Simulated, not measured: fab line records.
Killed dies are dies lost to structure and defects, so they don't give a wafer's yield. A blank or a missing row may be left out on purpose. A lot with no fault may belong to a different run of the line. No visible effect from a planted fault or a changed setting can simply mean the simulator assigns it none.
A single fault, viewed from 2 desks ; flow gf180mcu ; each desk has only its own numbers; what lay behind them comes last

## FROM THE METROLOGY DESK
Means of the sampled wafers that have a number, per lot and without regard to the tool the lot ran on: this is what the gauges read. Marked OUT: a lot whose mean sits more than 4 standard deviations from the usual mean, which makes it out of limits; the brackets give that distance.
Columns: A = INCOMING_BOW at GF_STI_BOW_MEAS_00, usual 0 um; B = DNWELL_TW at GF_DNWELL_TW_MEAS_09, usual 1347; C = MVSD_TW at GF_MVSD_TW_MEAS_11, usual 1575; D = MVSD_RS at GF_VT_IMPLANT_RS_MEAS_46, usual 456.6 ohm/sq
lot;first seen here;A;B;C;D
L452;day 1 10:04;3;1357;1592;457.8
L453;day 1 15:01;0;1354;1594;459.3
L454;day 1 20:00;-5;1340;1545;457.2
L455;day 2 01:00;2;1355;1550;457.2
L456;day 2 06:01;-4;1359;1543;456.9
L458;day 2 16:00;4;1353;1596;457.0
L459;day 2 21:00;3;1324;1583;458.2
L462;day 3 12:01;-5;1326;1782 (+8.6) OUT;-
L463;day 3 17:00;1;1356;1590;456.8
L464;day 3 22:00;-0;1362;1720 (+6.0) OUT;-
L465;day 4 03:00;4;1319;1718 (+6.0) OUT;-
L471;day 5 09:00;4;1318;1597;457.8
L473;day 5 19:04;4;1350;1540;455.5
This desk finds L462, L464, L465 out of limits, with the earliest case on L462 at day 6 21:46 (MVSD_TW at GF_MVSD_TW_MEAS_11). L452, L453, L454, L455, L456, L458, L459, L463, L471, L473 stayed within limits.

## AT THE TOOL OWNER'S DESK: implanter-01
For each lot that ran on this tool, the mean over its sampled wafers that have a number, from the tool's own readings at GF_MVSD_IMPLANT_08. Marked OUT: a lot whose mean sits more than 4 standard deviations from the usual mean, which makes it out of limits; the brackets give that distance.
Columns: A = tilt_deg at GF_MVSD_IMPLANT_08, usual 0.000 degrees
lot;first seen here;A
L454;day 4 22:14;0.023
L455;day 5 02:26;-0.012
L462;day 6 21:23;16.522 (+99 or more) OUT
L464;day 7 06:34;16.544 (+99 or more) OUT
L465;day 7 19:46;16.536 (+99 or more) OUT
This desk's finding: out of limits on L462, L464, L465; first on L462, day 6 21:23 (tilt_deg at GF_MVSD_IMPLANT_08). L454, L455 stayed within limits.

## TAKEN TOGETHER
An alarm could have come from the tool owner's desk at day 6 21:23, on L462, L464, L465.
On L462, L464, L465, the metrology desk was in a position to raise an alarm at day 6 21:46.
GF_MVSD_IMPLANT_08 was run on implanter-01 by each of the lots named.

## WHAT HAD BEEN PUT IN BY THE SIMULATOR
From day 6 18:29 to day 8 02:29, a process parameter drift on implanter-01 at GF_MVSD_IMPLANT_08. From 0, the setting tilt_deg moved by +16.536. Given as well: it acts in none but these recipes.
Shown lots that were struck: L462, L464, L465.
Time in hours from fault onset to the first out-of-limits reading at each desk: tool owner's desk 3, metrology desk 3.
